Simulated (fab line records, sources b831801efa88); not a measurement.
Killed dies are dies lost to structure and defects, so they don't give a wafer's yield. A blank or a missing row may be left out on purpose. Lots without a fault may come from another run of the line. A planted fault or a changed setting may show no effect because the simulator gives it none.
Which tool did it? | flow sky130 | 7 lots, 20 wafers sampled, at 2 steps of a route of 708

WHAT THE GAUGES READ, wafer by wafer
SKY_VT_ADJUST_HVTP_TW_MEAS_11.
lot  | measured     | on            | VT_ADJUST_HVTP_TW
L894 | day 6 15:56  | film_metro-04 | 1349 1348 1345
L896 | day 7 05:52  | film_metro-03 | 1360 1359 1369
L899 | day 7 23:52  | film_metro-02 | 1355 1341 1348
L902 | day 8 18:18  | film_metro-03 | 1360 1369 1365
L904 | day 9 05:45  | film_metro-03 | 1352 1350 1354
L906 | day 9 20:20  | film_metro-02 | 1364 1348 1352
L914 | day 11 18:55 | film_metro-03 | 1345 1348

WHICH TOOL RAN EACH LOT (tool, then ch and the chambers of the sampled wafers, then the start)
lot  | SKY_NWELL_RTA_28
L894 | rtp_anneal-01 ch 0, day 5 20:37
L896 | rtp_anneal-01 ch 0, day 6 09:55
L899 | rtp_anneal-01 ch 0, day 7 03:01
L902 | rtp_anneal-01 ch 0, day 7 21:08
L904 | rtp_anneal-01 ch 0, day 8 07:38
L906 | rtp_anneal-01 ch 0, day 8 22:28
L914 | rtp_anneal-01 ch 0, day 10 19:09
- SKY_NWELL_RTA_28: time 30 s.

THE ANSWER, worked out from the rows above alone
Rule: what is usual is taken from the lots themselves. Put in order of their means at a reading, lots are off if they are a third of the lots or fewer, leave a main group of 4 or more, and stand apart from it by a gap of 3 or more times the standard deviation of the main group's means; of several such gaps the widest counts. A main group whose means are all the same, to the digits that the tables above print for the reading, isn't used. A lot without any number at a reading at which 4 lots or more have one is off too. The other lots that the step has rows for count as sound.
No lot is off at any reading shown: from this, nothing can be told.

WHAT THE SIMULATOR HAD PUT IN
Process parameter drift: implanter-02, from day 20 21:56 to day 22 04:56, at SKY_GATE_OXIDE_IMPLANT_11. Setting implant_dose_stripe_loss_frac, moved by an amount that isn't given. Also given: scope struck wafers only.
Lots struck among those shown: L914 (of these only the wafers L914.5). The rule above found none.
